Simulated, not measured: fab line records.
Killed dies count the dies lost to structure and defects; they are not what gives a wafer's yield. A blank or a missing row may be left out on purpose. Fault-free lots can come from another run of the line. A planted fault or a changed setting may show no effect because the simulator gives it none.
Code-filled problem report in 8D (eight disciplines) form / flow gf180mcu / the parts of the form that need people (team, actions taken, sign-off) are left out

1. WHAT IS WRONG
time to endpoint s at GF_V5_CMP_26 reads a mean of 51 s on 6 wafers of 2 lots; wafers without a fault read 88 s with a standard deviation of 6. Relative to the usual mean, that is a shift of -6.2 standard deviations.
The step: polishes, stops on SiO2, t overpolish 15 s, target thk 0 nm.
First seen on wafer L348.2, day 30 09:44, on cmp-01. The record has a number at this step for 39 wafers belonging to 13 lots. Rule for "out", or "out of limits": more than 4 standard deviations from the usual mean. Any other wafer with a number is counted as sound.

2. WHAT IT IS, WHAT IT ISN'T
question=which readings at this step | is=time to endpoint s | is not=motor current A, overpolish run s, retaining ring pressure frac, slurry filter dp kPa
question=which lots | is=L348, L351 | is not=L338, L339, L340, L341, L342, L343, L344, L347, L350, L359, L361
question=which wafers of those lots | is=all that have a number | is not=-
question=read on which tools | is=cmp-01 | is not=cmp-02
question=when | is=from day 30 09:44 | is not=up to then (24 sound wafers); but 9 sound wafers of L350, L359, L361 came after

3. WHAT RULES OUT EACH SUSPECT
Counting: a tool at a process step up to the reading stays a suspect if it ran every lot that is out and no sound lot after the first of them.
- cmp-01 at GF_V5_CMP_26 (polishes, stops on SiO2, t overpolish 15 s, target thk 0 nm): ruled out as a lasting fault. Following L348 (day 30 09:44), the first lot on it that is out, the sound lots L361 were run on it.
Left after counting: nothing in the record.

4. THE CAUSE (what the simulator had put in)
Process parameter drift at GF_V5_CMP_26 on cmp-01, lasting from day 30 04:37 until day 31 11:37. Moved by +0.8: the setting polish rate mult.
Counting ruled it out, wrongly.

5. THE EFFECT CHAIN, in route order
Rows list readings where the struck wafers' mean (over those with a number) sits beyond 3 standard deviations from the usual. Only readings whose record carries a usual standard deviation are examined. hours: median over the lots of the time between each lot's start at the first step of this table that gives one and its start at this step. sigmas: the change, counted in usual standard deviations.
hours=0; step=GF_V5_CMP_26; reading=time to endpoint s; usual=88 s; on struck wafers=51; change=-37; sigmas=-6.2
It contains these process steps:
- GF_V5_CMP_26: polishes, stops on SiO2, t overpolish 15 s, target thk 0 nm.
Later measuring or inspecting steps at which every struck wafer that the step has a row for has a number for every such reading, and none has moved that far: GF_TOP_METAL_RS_MEAS_05.

6. HOW IT WOULD HAVE BEEN CAUGHT EARLIER
5 hours passed between the start of the fault at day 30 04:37 and the first reading out of limits in this record, taken at day 30 09:44.
